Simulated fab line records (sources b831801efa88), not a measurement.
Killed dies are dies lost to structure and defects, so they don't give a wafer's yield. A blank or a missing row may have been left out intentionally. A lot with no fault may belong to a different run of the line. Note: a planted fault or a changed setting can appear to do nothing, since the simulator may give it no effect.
Problem report, 8D (eight disciplines) form, completed by code | flow gf180mcu | the parts of the form that need people (team, actions taken, sign-off) are left out

== 1. WHAT IS WRONG ==
Wafers free of any fault read 1.2 nm (standard deviation 1.3) for VT_IMPLANT_OVL at GF_VT_IMPLANT_OVL_MEAS_07, against a mean of -147.5 nm on 12 wafers of 4 lots. So: -99 or more standard deviations from the usual mean.
The first sign was on wafer L366.1 at day 9 20:37, on overlay-02. At this step, 39 wafers from 13 lots have a number in the record. The rule behind "out" and "out of limits": a value lying over 4 standard deviations away from the usual mean. The other wafers with a number count as sound.

== 2. WHAT THIS IS AND IS NOT ==
question                    | is                     | is not
which readings at this step | VT_IMPLANT_OVL         | -
which lots                  | L366, L367, L368, L369 | L352, L355, L356, L357, L358, L365, L370, L371, L372
which wafers of those lots  | all that have a number | -
read on which gauges        | overlay-01, overlay-02 | -
when                        | from day 9 20:37       | up to then (18 sound wafers); but 9 sound wafers of L370, L371, L372 came after

== 3. WHAT RULES OUT EACH SUSPECT ==
Counting: any tool at a process step up to the reading is kept as a suspect provided that every lot that is out went through it and no sound lot did after the first of them.
- the gauge at GF_VT_IMPLANT_OVL_MEAS_07 has been ruled out. The wafers that are out were read on 2 gauges (overlay-01, overlay-02).
- iline_stepper-02 at GF_VT_IMPLANT_EXPOSE_04 (exposes mask LVPWELL LV AREA, target cd 600 nm): kept. It ran every lot that is out, first L366 (day 9 12:06), and no sound lot after that; its last sound lot up to then is L358 (day 7 11:22).
Remaining after the count: iline_stepper-02 at GF_VT_IMPLANT_EXPOSE_04.

== 4. THE CAUSE (what the simulator had put in) ==
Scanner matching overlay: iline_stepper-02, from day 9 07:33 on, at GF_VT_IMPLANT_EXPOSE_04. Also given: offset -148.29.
Only this tool survived the counting.

== 5. THE CHAIN OF EFFECTS, in route order ==
One row per reading whose mean, taken over the struck wafers that have a number, lies over 3 standard deviations from the usual. Readings are gone through only where the record gives a usual standard deviation; hours: the median, over the lots, of the time from a lot's start at the first step in this table giving one to that lot's start at this step; sigmas: the change measured in usual standard deviations.
hours | step                      | reading        | usual  | on struck wafers | change | sigmas
0     | GF_VT_IMPLANT_OVL_MEAS_07 | VT_IMPLANT_OVL | 1.2 nm | -147.5           | -148.7 | -99 or more
Later steps that measure or inspect, where all struck wafers having a row at the step show a number for every such reading and not one has moved that far: GF_VT_IMPLANT_TW_MEAS_21.

== 6. WHAT WOULD HAVE CAUGHT IT SOONER ==
In this record the first reading out of limits at a measuring or inspecting step was taken at day 9 20:37, 13 hours after the fault began at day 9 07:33.
L368, L369, from the lots that are out (4), started GF_VT_IMPLANT_EXPOSE_04 on iline_stepper-02 later than day 9 20:37. A hold on the tool at that time would have spared those 2.
